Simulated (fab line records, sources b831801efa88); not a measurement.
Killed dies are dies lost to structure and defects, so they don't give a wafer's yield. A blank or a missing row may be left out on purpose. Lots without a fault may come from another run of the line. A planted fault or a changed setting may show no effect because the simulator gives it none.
fab line records | flow sky130
record lots=24 wafers=72 last_day=51
route steps=708 shown LI_CONTACT@382 LOCAL_INTERCONNECT@399 CONTACT@423 VIA1@482 METAL2@485 VIA3@586
lots that met no fault: from a run of the same line without faults
start_h: hours from the record's first day to the start of the lot's first wafer shown | wait_h: hours since the lot's step before | " the same as in the row above | L1.1+2: a row that stands for several wafers | - no value, or no start given | * or withheld: withheld | < > ~ a bound
route shown NAME@n: a module of which the file shows steps, and the number in the route of the first | usual: mean/standard deviation of fault-free wafers | same: alike in all rows | chamber/n: place in a boat | sites: the reading at each site | _std_site: their standard deviation | _edge_site: outer sites' mean less inner sites' | radius_mm: how far each site lies from the wafer's centre | mask NAME#n: copy n | behind: the tool/chamber that last shaped the wafer | hold: why the lot was held/for how many hours/how that ended | device: the transistor (n, p or np) that didn't switch | end of line: the same wafers' tests at the end of the route | a step without rows: its recipe alone | killed: dies lost to structure and defects at the first sort, not the wafer's yield | map: a wafer's dies, x killed, . not, _ none there
set.NAME: the setting as run; set.NAME@STEP: as run at that earlier step | model.NAME: the simulator's own value behind a step, which no gauge read
steps of the route over a sample of lots; a table a step, a row a wafer
services: from which hour (start_h, from the record's first day; less than 0 if before it) a tool's chamber was out of use, for how many hours, and why
## steps
# step SKY_LI_CONTACT_SPUTTER_20
# recipe material=TiN target_thk_nm=20 chamber_pressure_pa=5 power_w=4000 time_s=80
# usual throttle_valve_pct=30.2/0.92
# columns lot.wafer tool chamber start_h wait_h throttle_valve_pct
L075.1 pvd_sputter-04 - 704.94 0.0 29.8
L075.2 " - " " 29.7
L075.4 " - " " 32.0
L074.1 pvd_sputter-01 - 705.29 0.0 29.5
L074.3 " - " " 30.5
L074.5 " - " " 30.8
L079.1 pvd_sputter-02 - 706.24 0.0 31.6
L079.3 " - " " 28.8
L079.5 " - " " 29.1
L077.3 pvd_sputter-01 - 706.69 0.0 29.7
L077.5 " - " " 29.6
L077.6 " - " " 31.4
L076.2 pvd_sputter-01 - 707.19 0.0 30.7
L076.5 " - " " 31.0
L076.6 " - " " 29.5
L078.4 pvd_sputter-04 - 707.69 0.0 29.9
L078.5 " - " " 29.2
L078.6 " - " " 32.1
L080.1 pvd_sputter-01 - 707.73 0.0 31.2
L080.4 " - " " 31.1
L080.6 " - " " 29.6
L081.1 pvd_sputter-02 - 712.78 0.0 29.9
L081.3 " - " " 28.9
L081.6 " - " " 29.9
L082.2 pvd_sputter-01 - 740.64 0.0 29.1
L082.3 " - " " 29.3
L082.4 " - " " 31.2
L083.1 pvd_sputter-02 - 742.73 0.0 29.7
L083.4 " - " " 31.5
L083.6 " - " " 28.8
L084.4 pvd_sputter-01 - 751.49 0.0 28.9
L084.5 " - " " 30.5
L084.6 " - " " 29.2
L086.1 pvd_sputter-04 - 864.49 0.0 29.8
L086.2 " - " " 29.2
L086.3 " - " " 31.8
L087.2 pvd_sputter-01 - 865.78 0.0 29.8
L087.5 " - " " 31.0
L087.6 " - " " 29.5
L089.1 pvd_sputter-02 - 865.94 0.0 29.8
L089.4 " - " " 31.4
L089.5 " - " " 31.6
L093.1 pvd_sputter-01 - 866.13 0.0 30.9
L093.2 " - " " 30.6
L093.6 " - " " 29.2
L088.3 pvd_sputter-04 - 866.48 0.0 31.9
L088.4 " - " " 29.4
L088.6 " - " " 29.4
L085.2 pvd_sputter-01 - 867.78 0.0 31.1
L085.4 " - " " 29.8
L085.6 " - " " 30.6
L095.1 pvd_sputter-04 - 868.49 0.0 30.1
L095.2 " - " " 31.9
L095.5 " - " " 29.8
L091.4 pvd_sputter-02 - 868.73 0.0 29.1
L091.5 " - " " 28.8
L091.6 " - " " 31.7
L090.1 pvd_sputter-01 - 869.70 0.0 30.8
L090.5 " - " " 31.0
L090.6 " - " " 29.8
L094.2 pvd_sputter-04 - 870.54 0.0 29.7
L094.3 " - " " 31.9
L094.5 " - " " 29.2
L096.2 pvd_sputter-01 - 871.39 0.0 29.1
L096.4 " - " " 30.4
L096.5 " - " " 30.8
L097.1 pvd_sputter-02 - 871.74 0.0 31.3
L097.2 " - " " 29.9
L097.6 " - " " 28.9
L092.3 pvd_sputter-04 - 874.25 0.0 31.8
L092.4 " - " " 30.2
L092.5 " - " " 32.2
# step SKY_LOCAL_INTERCONNECT_OVL_MEAS_12
# usual LOCAL_INTERCONNECT_OVL=3/6.1
# columns lot.wafer tool chamber start_h wait_h LOCAL_INTERCONNECT_OVL[nm]
L075.1 overlay-02 - 733.90 0.1 -5
L075.2 " - " " 8
L075.4 " - " " -2
L074.1 overlay-01 - 735.40 0.1 13
L074.3 " - " " 7
L074.5 " - " " 14
L079.1 overlay-01 - 735.75 0.1 -1
L079.3 " - " " 1
L079.5 " - " " -6
L077.3 overlay-01 - 735.80 0.1 11
L077.5 " - " " 8
L077.6 " - " " 9
L076.2 overlay-01 - 735.87 0.1 -1
L076.5 " - " " -8
L076.6 " - " " 0
L078.4 overlay-01 - 736.12 0.1 10
L078.5 " - " " 8
L078.6 " - " " 6
L080.1 overlay-02 - 736.45 0.1 -3
L080.4 " - " " -4
L080.6 " - " " -3
L081.1 overlay-01 - 740.95 0.1 1
L081.3 " - " " 5
L081.6 " - " " 2
L082.2 overlay-01 - 768.91 0.1 4
L082.3 " - " " -5
L082.4 " - " " 3
L083.1 overlay-02 - 771.00 0.1 8
L083.4 " - " " 7
L083.6 " - " " 11
L084.4 overlay-02 - 778.32 0.1 -5
L084.5 " - " " 4
L084.6 " - " " -1
L086.1 overlay-02 - 889.70 0.1 10
L086.2 " - " " 1
L086.3 " - " " 4
L087.2 overlay-02 - 891.36 0.1 5
L087.5 " - " " 4
L087.6 " - " " 11
L089.1 overlay-02 - 891.80 0.1 -5
L089.4 " - " " 7
L089.5 " - " " 0
L093.1 overlay-01 - 891.90 0.1 15
L093.2 " - " " 4
L093.6 " - " " 11
L088.3 overlay-01 - 892.26 0.1 6
L088.4 " - " " -4
L088.6 " - " " -4
L085.2 overlay-02 - 892.61 0.1 6
L085.4 " - " " 4
L085.6 " - " " 4
L095.1 overlay-01 - 893.56 0.1 -1
L095.2 " - " " -9
L095.5 " - " " -4
L091.4 overlay-02 - 893.72 0.1 10
L091.5 " - " " 4
L091.6 " - " " -1
L090.1 overlay-01 - 895.31 0.1 9
L090.5 " - " " 6
L090.6 " - " " 6
L094.2 overlay-02 - 895.66 0.1 1
L094.3 " - " " 3
L094.5 " - " " 8
L096.2 overlay-02 - 896.96 0.1 8
L096.4 " - " " 4
L096.5 " - " " 13
L097.1 overlay-01 - 897.80 0.1 14
L097.2 " - " " 3
L097.6 " - " " 0
L092.3 overlay-01 - 899.06 0.1 -1
L092.4 " - " " 1
L092.5 " - " " -9
# step SKY_CONTACT_ETCH_17
# recipe target=SiO2 chemistry=C4F8/O2/Ar stop_on=Si3N4 mask_material=KrF-thick source_w=1500 bias_w=1200 pressure_mtorr=40 c4f8_flow_sccm=withheld O2_flow_sccm=6 Ar_flow_sccm=300 time_s=withheld target_depth_a=3400
# usual oes_product_au=0.892/0.0052
# columns lot.wafer tool chamber start_h wait_h oes_product_au
L075.1 rie_diel-02 2 762.95 0.0 0.897
L075.2 " 1 " " 0.895
L075.4 " 0 " " 0.897
L074.1 rie_diel-02 0 764.18 0.0 0.896
L074.3 " 2 " " 0.892
L074.5 " 0 " " 0.887
L079.1 rie_diel-03 0 764.30 0.0 0.886
L079.3 " 2 " " 0.884
L079.5 " 3 " " 0.889
L077.3 rie_diel-04 2 764.58 0.0 0.891
L077.5 " 3 " " 0.888
L077.6 " 0 " " 0.884
L076.2 rie_diel-03 3 764.93 0.0 0.888
L076.5 " 3 " " 0.895
L076.6 " 2 " " 0.884
L078.4 rie_diel-04 3 765.23 0.0 0.885
L078.5 " 1 " " 0.892
L078.6 " 0 " " 0.896
L080.1 rie_diel-02 1 765.28 0.0 0.889
L080.4 " 1 " " 0.906
L080.6 " 0 " " 0.900
L081.1 rie_diel-02 2 769.03 0.0 0.900
L081.3 " 1 " " 0.896
L081.6 " 1 " " 0.892
L082.2 rie_diel-02 2 795.98 0.0 0.895
L082.3 " 3 " " 0.893
L082.4 " 1 " " 0.889
L083.1 rie_diel-02 0 798.13 0.0 0.892
L083.4 " 1 " " 0.887
L083.6 " 2 " " 0.891
L084.4 rie_diel-03 3 805.48 0.0 0.891
L084.5 " 0 " " 0.881
L084.6 " 3 " " 0.887
L086.1 rie_diel-03 1 915.63 0.0 0.885
L086.2 " 0 " " 0.892
L086.3 " 3 " " 0.885
L087.2 rie_diel-03 1 917.78 0.0 0.890
L087.5 " 0 " " 0.886
L087.6 " 1 " " 0.887
L089.1 rie_diel-04 2 917.78 0.0 0.894
L089.4 " 1 " " 0.895
L089.5 " 1 " " 0.890
L093.1 rie_diel-03 1 918.53 0.0 0.894
L093.2 " 2 " " 0.896
L093.6 " 3 " " 0.898
L088.3 rie_diel-04 2 918.88 0.0 0.895
L088.4 " 0 " " 0.886
L088.6 " 0 " " 0.896
L085.2 rie_diel-02 0 918.93 0.0 0.884
L085.4 " 2 " " 0.886
L085.6 " 3 " " 0.892
L095.1 rie_diel-03 0 919.38 0.0 0.894
L095.2 " 2 " " 0.895
L095.5 " 0 " " 0.897
L091.4 rie_diel-02 1 919.58 0.0 0.896
L091.5 " 0 " " 0.888
L091.6 " 3 " " 0.902
L090.1 rie_diel-03 1 921.63 0.0 0.882
L090.5 " 2 " " 0.888
L090.6 " 1 " " 0.881
L094.2 rie_diel-04 3 921.70 0.0 0.898
L094.3 " 1 " " 0.889
L094.5 " 1 " " 0.896
L096.2 rie_diel-03 1 923.13 0.0 0.882
L096.4 " 0 " " 0.895
L096.5 " 0 " " 0.896
L097.1 rie_diel-02 1 923.48 0.0 0.895
L097.2 " 3 " " 0.896
L097.6 " 0 " " 0.888
L092.3 rie_diel-03 1 924.78 0.0 0.889
L092.4 " 2 " " 0.888
L092.5 " 0 " " 0.884
# step SKY_VIA1_CMP_24
# recipe stop_on=SiO2 t_overpolish_s=15 down_force_psi=3.5 platen_rpm=60 target_thk_nm=0 pad_velocity_m_s=0.94248
# usual motor_current_A=11.1/1.5 overpolish_run_s=15.001/0.0091 slurry_filter_dp_kPa=13.52/0.14 time_to_endpoint_s=66/3.7
# columns lot.wafer tool chamber start_h wait_h motor_current_A overpolish_run_s slurry_filter_dp_kPa time_to_endpoint_s
L075.2 cmp-02 1 819.01 0.1 10.4 15.010 13.45 71
L075.4 " 2 " " 14.2 14.986 13.43 68
L075.1 " 3 " " 8.8 14.996 13.66 66
L079.1 cmp-01 1 820.05 0.1 10.9 15.008 13.66 63
L079.3 " 2 " " 12.6 14.978 13.22 61
L079.5 " 0 " " 9.7 15.006 13.67 69
L074.1 cmp-02 2 820.30 0.1 13.5 14.987 13.70 69
L074.3 " 3 " " 8.5 15.018 13.57 67
L074.5 " 1 " " 10.2 14.998 13.51 71
L077.3 cmp-01 3 820.50 0.2 13.0 15.014 13.40 69
L077.6 " 0 " " 9.6 14.996 13.28 70
L077.5 " 1 " " 10.9 15.010 13.58 66
L078.4 cmp-02 3 821.30 0.0 9.2 14.999 13.56 66
L078.6 " 3 " " 9.1 15.014 13.38 64
L078.5 " 0 " " 10.2 14.996 13.41 63
L076.2 cmp-01 0 821.60 0.1 9.5 15.008 13.66 70
L076.6 " 2 " " 12.2 15.006 13.38 63
L076.5 " 3 " " 12.5 15.000 13.67 67
L080.1 cmp-02 2 822.15 0.1 14.1 15.003 13.56 67
L080.4 " 1 " " 9.6 14.997 13.69 68
L080.6 " 3 " " 8.9 14.991 13.39 64
L081.3 cmp-02 1 824.90 0.1 10.3 15.008 13.65 73
L081.1 " 2 " " 13.8 15.001 13.32 71
L081.6 " 0 " " 10.1 14.998 13.64 67
L082.4 cmp-02 3 852.60 0.0 8.9 15.001 13.72 69
L082.3 " 0 " " 10.1 15.012 13.50 70
L082.2 " 1 " " 10.2 15.013 13.50 72
L083.1 cmp-02 0 854.66 0.1 10.7 14.993 13.26 69
L083.4 " 2 " " 13.3 14.994 13.64 71
L083.6 " 1 " " 10.6 15.014 13.79 71
L084.4 cmp-01 1 860.86 0.1 10.7 14.998 13.39 60
L084.6 " 0 " " 10.0 14.998 13.41 64
L084.5 " 1 " " 10.7 14.989 13.37 63
L086.1 cmp-01 3 966.94 0.1 12.5 14.990 13.86 66
L086.3 " 0 " " 10.0 14.998 13.41 64
L086.2 " 1 " " 11.1 15.005 13.65 62
L089.1 cmp-02 0 969.70 0.1 9.9 14.986 13.44 59
L089.4 " 1 " " 10.1 15.011 13.54 62
L089.5 " 0 " " 10.4 15.003 13.48 61
L087.2 cmp-01 0 970.05 0.1 9.4 15.011 13.46 66
L087.6 " 2 " " 12.1 14.996 13.70 63
L087.5 " 3 " " 12.8 15.000 13.61 66
L093.1 cmp-02 2 971.16 0.1 13.8 15.016 13.60 63
L093.2 " 0 " " 9.9 14.989 13.54 58
L093.6 " 2 " " 13.5 15.000 13.65 63
L088.4 cmp-01 1 971.50 0.0 11.0 14.996 13.56 65
L088.3 " 3 " " 13.1 14.991 13.53 64
L088.6 " 1 " " 10.8 14.995 13.37 64
L085.4 cmp-01 2 971.87 0.0 12.6 14.991 13.46 64
L085.2 " 0 " " 10.1 15.009 13.27 71
L085.6 " 2 " " 11.7 15.005 13.43 65
L095.1 cmp-02 1 972.78 0.1 10.0 14.996 13.49 63
L095.2 " 2 " " 13.6 15.002 13.23 63
L095.5 " 1 " " 10.0 15.003 13.59 64
L091.4 cmp-01 1 973.22 0.3 10.8 14.996 13.54 66
L091.6 " 0 " " 9.9 15.001 13.66 68
L091.5 " 1 " " 10.4 15.006 13.63 63
L090.1 cmp-02 0 974.67 0.1 10.2 14.994 13.36 60
L090.5 " 0 " " 9.9 14.996 13.44 61
L090.6 " 1 " " 10.4 15.004 13.49 63
L094.2 cmp-01 0 974.83 0.1 10.2 14.998 13.37 70
L094.3 " 1 " " 11.1 15.002 13.43 61
L094.5 " 3 " " 12.6 14.982 13.63 68
L096.4 cmp-01 0 975.91 0.1 10.0 15.010 13.46 68
L096.2 " 1 " " 10.9 15.001 13.46 65
L096.5 " 3 " " 12.6 15.013 13.50 65
L097.1 cmp-02 3 976.43 0.1 9.1 15.002 13.54 62
L097.2 " 2 " " 13.9 15.005 13.38 59
L097.6 " 0 " " 9.9 15.000 13.60 57
L092.3 cmp-01 0 977.52 0.1 9.8 15.002 13.71 69
L092.4 " 1 " " 11.6 14.994 13.50 63
L092.5 " 0 " " 9.9 14.994 13.59 67
# step SKY_METAL2_SPUTTER_02
# recipe material=AlCu target_thk_nm=250 power_w=10600 time_s=13.3 chamber_pressure_pa=0.4
# usual throttle_valve_pct=29.8/1.2
# columns lot.wafer tool chamber start_h wait_h throttle_valve_pct
L075.1 pvd_sputter-03 - 819.31 0.0 28.9
L075.2 " - " " 30.7
L075.4 " - " " 27.3
L079.1 pvd_sputter-02 - 820.35 0.0 28.9
L079.3 " - " " 29.5
L079.5 " - " " 28.9
L074.1 pvd_sputter-03 - 820.60 0.0 30.1
L074.3 " - " " 30.9
L074.5 " - " " 29.7
L077.3 pvd_sputter-04 - 820.70 0.0 32.4
L077.5 " - " " 31.9
L077.6 " - " " 29.2
L078.4 pvd_sputter-03 - 821.65 0.0 27.4
L078.5 " - " " 27.6
L078.6 " - " " 28.6
L076.2 pvd_sputter-04 - 821.85 0.0 30.1
L076.5 " - " " 31.8
L076.6 " - " " 29.0
L080.1 pvd_sputter-02 - 822.50 0.0 29.1
L080.4 " - " " 30.8
L080.6 " - " " 29.1
L081.1 pvd_sputter-02 - 825.15 0.0 29.8
L081.3 " - " " 29.1
L081.6 " - " " 29.8
L082.2 pvd_sputter-03 - 852.95 0.0 30.2
L082.3 " - " " 30.6
L082.4 " - " " 27.6
L083.1 pvd_sputter-03 - 855.00 0.0 30.1
L083.4 " - " " 27.4
L083.6 " - " " 27.2
L084.4 pvd_sputter-02 - 861.15 0.0 30.7
L084.5 " - " " 30.6
L084.6 " - " " 30.0
L086.1 pvd_sputter-03 - 967.24 0.0 27.7
L086.2 " - " " 28.9
L086.3 " - " " 30.1
L089.1 pvd_sputter-03 - 970.05 0.0 30.7
L089.4 " - " " 30.1
L089.5 " - " " 30.5
L087.2 pvd_sputter-04 - 970.30 0.0 30.1
L087.5 " - " " 29.9
L087.6 " - " " 29.9
L093.1 pvd_sputter-03 - 971.51 0.0 30.6
L093.2 " - " " 27.5
L093.6 " - " " 30.7
L088.3 pvd_sputter-02 - 971.84 0.0 31.3
L088.4 " - " " 30.1
L088.6 " - " " 31.3
L085.2 pvd_sputter-04 - 972.21 0.0 29.7
L085.4 " - " " 32.2
L085.6 " - " " 30.2
L095.1 pvd_sputter-03 - 973.13 0.0 27.1
L095.2 " - " " 30.8
L095.5 " - " " 27.4
L091.4 pvd_sputter-04 - 973.51 0.0 32.0
L091.5 " - " " 30.2
L091.6 " - " " 29.7
L090.1 pvd_sputter-03 - 975.02 0.0 30.7
L090.5 " - " " 31.0
L090.6 " - " " 30.1
L094.2 pvd_sputter-02 - 975.13 0.0 29.4
L094.3 " - " " 30.7
L094.5 " - " " 31.3
L096.2 pvd_sputter-03 - 976.16 0.0 30.7
L096.4 " - " " 28.6
L096.5 " - " " 29.6
L097.1 pvd_sputter-04 - 976.78 0.0 32.1
L097.2 " - " " 29.9
L097.6 " - " " 31.8
L092.3 pvd_sputter-03 - 977.82 0.0 28.7
L092.4 " - " " 30.1
L092.5 " - " " 29.8
# step SKY_VIA3_OVL_MEAS_13
# usual VIA3_OVL=0/5
# columns lot.wafer tool chamber start_h wait_h VIA3_OVL[nm]
L075.1 overlay-02 - 949.50 0.1 -1
L075.2 " - " " -8
L075.4 " - " " -10
L079.1 overlay-02 - 951.00 0.1 5
L079.3 " - " " 10
L079.5 " - " " 9
L074.1 overlay-02 - 951.15 0.1 -4
L074.3 " - " " -1
L074.5 " - " " 3
L077.3 overlay-02 - 951.47 0.1 -2
L077.5 " - " " -1
L077.6 " - " " 1
L078.4 overlay-02 - 951.97 0.1 2
L078.5 " - " " 3
L078.6 " - " " -4
L076.2 overlay-02 - 953.76 0.1 -6
L076.5 " - " " -3
L076.6 " - " " -4
L080.1 overlay-01 - 954.11 0.1 -3
L080.4 " - " " -4
L080.6 " - " " 4
L081.1 overlay-02 - 954.85 0.1 1
L081.3 " - " " 2
L081.6 " - " " 14
L082.2 overlay-02 - 980.16 0.1 7
L082.3 " - " " 6
L082.4 " - " " 9
L083.1 overlay-02 - 981.06 0.1 -3
L083.4 " - " " 1
L083.6 " - " " 6
L084.4 overlay-02 - 986.92 0.1 -7
L084.5 " - " " -7
L084.6 " - " " -9
L086.1 overlay-02 - 1086.15 0.1 7
L086.2 " - " " -1
L086.3 " - " " 9
L089.1 overlay-01 - 1088.26 0.1 4
L089.4 " - " " -3
L089.5 " - " " -1
L087.2 overlay-02 - 1088.66 0.1 -4
L087.5 " - " " 1
L087.6 " - " " -6
L088.3 overlay-01 - 1088.91 0.1 4
L088.4 " - " " 2
L088.6 " - " " 2
L093.1 overlay-01 - 1089.65 0.1 2
L093.2 " - " " -2
L093.6 " - " " -2
L085.2 overlay-02 - 1090.86 0.1 3
L085.4 " - " " -4
L085.6 " - " " 1
L095.1 overlay-01 - 1092.40 0.1 0
L095.2 " - " " -1
L095.5 " - " " -5
L091.4 overlay-01 - 1095.87 0.1 -1
L091.5 " - " " 0
L091.6 " - " " -4
L090.1 overlay-02 - 1097.06 0.1 8
L090.5 " - " " -7
L090.6 " - " " 6
L094.2 overlay-02 - 1098.06 0.1 2
L094.3 " - " " 0
L094.5 " - " " 1
L096.2 overlay-01 - 1099.81 0.1 -4
L096.4 " - " " -5
L096.5 " - " " 0
L097.1 overlay-01 - 1100.30 0.1 3
L097.2 " - " " 7
L097.6 " - " " -3
L092.3 overlay-01 - 1101.92 0.1 0
L092.4 " - " " -2
L092.5 " - " " -1
## services
# columns tool chamber start_h hours kind
cmp-01 - 703.69 6.4 pm
pvd_sputter-02 - 706.70 1.5 repair
cmp-01 - 712.96 0.5 repair
cmp-01 - 713.68 3.9 repair
cmp-02 - 744.00 4.0 pm
cmp-01 - 748.00 12.3 pm
rie_diel-03 - 755.78 0.9 repair
pvd_sputter-02 - 760.18 3.9 repair
cmp-01 - 765.25 0.7 repair
cmp-01 - 773.45 3.9 repair
cmp-02 - 777.92 2.1 repair
pvd_sputter-03 - 783.19 2.1 repair
cmp-02 - 807.99 0.5 repair
rie_diel-03 3 815.44 12.0 repair
pvd_sputter-02 - 817.16 2.9 repair
pvd_sputter-02 - 854.01 5.1 repair
cmp-02 - 868.85 5.1 repair
cmp-01 - 895.79 1.2 repair
cmp-01 - 908.71 0.5 repair
cmp-01 - 912.00 4.0 pm
cmp-01 - 913.98 1.6 repair
cmp-01 - 923.15 0.9 repair
cmp-01 - 937.20 6.7 repair
cmp-02 - 943.92 3.6 pm
## key
fault none
